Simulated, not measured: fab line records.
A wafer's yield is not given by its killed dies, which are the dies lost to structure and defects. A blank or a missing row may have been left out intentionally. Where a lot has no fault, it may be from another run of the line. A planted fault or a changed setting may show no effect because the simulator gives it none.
One fault through the eyes of 2 desks -- flow sky130 -- what lay behind the numbers comes last; until then each desk has only its own

== THE METROLOGY DESK ==
Lot by lot, what the gauges showed, no matter which tool ran the lot: averages of those sampled wafers that carry a number. A lot is out of limits, marked OUT, if its mean lies more than 4 standard deviations from the usual mean; the brackets give that distance.
Columns: A = GATE_OXIDE_OVL at SKY_GATE_OXIDE_OVL_MEAS_10, usual 0.5 nm; B = LDD_HVP_OVL at SKY_LDD_HVP_OVL_MEAS_07, usual 0.7 nm
lot,first seen here,A,B
L236,day 13 15:14,-0.5,0.1
L238,day 14 08:20,1.3,-1.4
L239,day 14 15:35,1.9,0.5
L241,day 15 15:53,-0.2,-0.2
L243,day 16 15:08,0.2,0.1
L244,day 16 15:25,-0.0,1.1
L247,day 17 16:46,0.6,0.9
L248,day 18 01:40,-0.4,0.8
L249,day 18 06:10,1.5,0.2
L250,day 18 15:53,0.0,1.5
L254,day 19 22:07,0.9,-0.3
L256,day 20 16:13,-1.1,0.2
L259,day 21 22:22,-0.8,1.3
Finding of this desk: none of the 13 lots has anything out of limits.

== DESK OF THE TOOL OWNER: litho track-03 ==
At SKY_LDD_P_SOFTBAKE_03 (time 60 s), the tool's own readings, given per lot that ran on this tool as the mean of the sampled wafers with a number. A lot is out of limits, marked OUT, if its mean lies more than 4 standard deviations from the usual mean; the brackets give that distance.
Columns: A = heater power total W at SKY_LDD_P_SOFTBAKE_03, usual 56.60 W; B = plate temp C at SKY_LDD_P_SOFTBAKE_03, usual 90.00 C
lot,first seen here,A,B
L239,day 19 05:23,56.58,90.17
L247,day 22 12:14,56.61,89.97
L248,day 22 20:13,56.57,90.10
L249,day 22 23:56,58.17 (+39) OUT,91.88 (+16) OUT
L254,day 24 16:14,58.19 (+40) OUT,91.93 (+16) OUT
This desk's finding: out of limits on L249, L254; first on L249, day 22 23:56 (heater power total W at SKY_LDD_P_SOFTBAKE_03). In limits: L239, L247, L248.

== PUT TOGETHER ==
An alarm could have come from the tool owner's desk at day 22 23:56, on L249, L254.
The metrology desk saw nothing out of limits.
The metrology desk has L249, L254 on record, within its limits.
The lots listed all ran SKY_LDD_P_SOFTBAKE_03 on litho track-03.

== WHAT THE SIMULATOR HAD INSERTED ==
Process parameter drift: litho track-03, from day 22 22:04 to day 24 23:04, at SKY_LDD_P_SOFTBAKE_03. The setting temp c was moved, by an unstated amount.
Lots struck among those shown: L249, L254.
Delay in hours, fault start to first out-of-limits reading, by desk: the tool owner's desk at 2.
